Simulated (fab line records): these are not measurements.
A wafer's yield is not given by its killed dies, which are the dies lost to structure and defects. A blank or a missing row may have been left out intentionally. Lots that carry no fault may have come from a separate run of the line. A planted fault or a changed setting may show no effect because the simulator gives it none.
The same fault as seen by 2 desks + flow gf180mcu + each desk holds nothing but its own numbers, with what lay behind them at the end

## AT THE METROLOGY DESK
What the gauges read, lot by lot, whatever tool the lot ran on: means of the sampled wafers that have a number. If a lot's mean is further than 4 standard deviations from the usual mean, the lot is out of limits and carries the mark OUT (the distance appears in the brackets).
Columns: A = PSD_OVL at GF_PSD_OVL_MEAS_08, usual 1.0 nm; B = SALICIDE_TIN_THK at GF_SALICIDE_THK_MEAS_05, usual 19.9 nm; C = M2_ALCU_RS at GF_M2_RS_MEAS_05, usual 0.0693 ohm/sq
| lot  | first seen here | A    | B    | C      |
|------|-----------------|------|------|--------|
| L231 | day 14 16:22    | 1.5  | 19.4 | 0.0699 |
| L229 | day 14 18:55    | -0.9 | 19.7 | 0.0689 |
| L230 | day 14 19:13    | 1.7  | 19.9 | 0.0697 |
| L228 | day 14 21:28    | -0.4 | 20.0 | 0.0683 |
| L232 | day 15 01:12    | -0.7 | 19.9 | 0.0700 |
| L233 | day 15 01:25    | 0.8  | 20.1 | 0.0690 |
| L238 | day 16 17:22    | 2.1  | 20.9 | 0.0685 |
| L241 | day 17 21:37    | -0.6 | 20.7 | 0.0704 |
| L243 | day 18 23:10    | -0.4 | 20.0 | 0.0700 |
| L247 | day 20 05:54    | 2.0  | 19.8 | 0.0687 |
| L249 | day 21 00:46    | 3.8  | 20.3 | 0.0689 |
| L250 | day 21 10:34    | 1.8  | 19.9 | 0.0686 |
| L251 | day 21 16:16    | -0.1 | 19.6 | 0.0686 |
This desk's verdict: no lot among the 13 shows anything out of limits.

## THE TOOL OWNER'S DESK: pvd sputter-03
The tool's own readings at GF_SALICIDE_SPUTTER_03 (material TiN, target thk 20 nm, time 16.7 s): means of the sampled wafers that have a number, for each lot that ran on this tool. If a lot's mean is further than 4 standard deviations from the usual mean, the lot is out of limits and carries the mark OUT (the distance appears in the brackets).
Columns: A = cathode dc power W at GF_SALICIDE_SPUTTER_03, usual 6499.9 W; B = throttle valve pct at GF_SALICIDE_SPUTTER_03, usual 30.4 %
| lot  | first seen here | A      | B    |
|------|-----------------|--------|------|
| L230 | day 15 17:46    | 6500.7 | 30.0 |
| L228 | day 15 20:46    | 6499.9 | 30.3 |
| L238 | day 17 19:07    | 6500.2 | 31.8 |
| L241 | day 19 00:24    | 6500.1 | 31.1 |
| L249 | day 21 23:57    | 6500.5 | 31.3 |
| L251 | day 22 15:45    | 6500.3 | 31.6 |
This desk's verdict: no lot among the 6 shows anything out of limits.

## PUT TOGETHER
From the metrology desk's view, nothing was out of limits.
The desk of the tool owner found nothing out of limits.

## WHAT THE SIMULATOR HAD INSERTED
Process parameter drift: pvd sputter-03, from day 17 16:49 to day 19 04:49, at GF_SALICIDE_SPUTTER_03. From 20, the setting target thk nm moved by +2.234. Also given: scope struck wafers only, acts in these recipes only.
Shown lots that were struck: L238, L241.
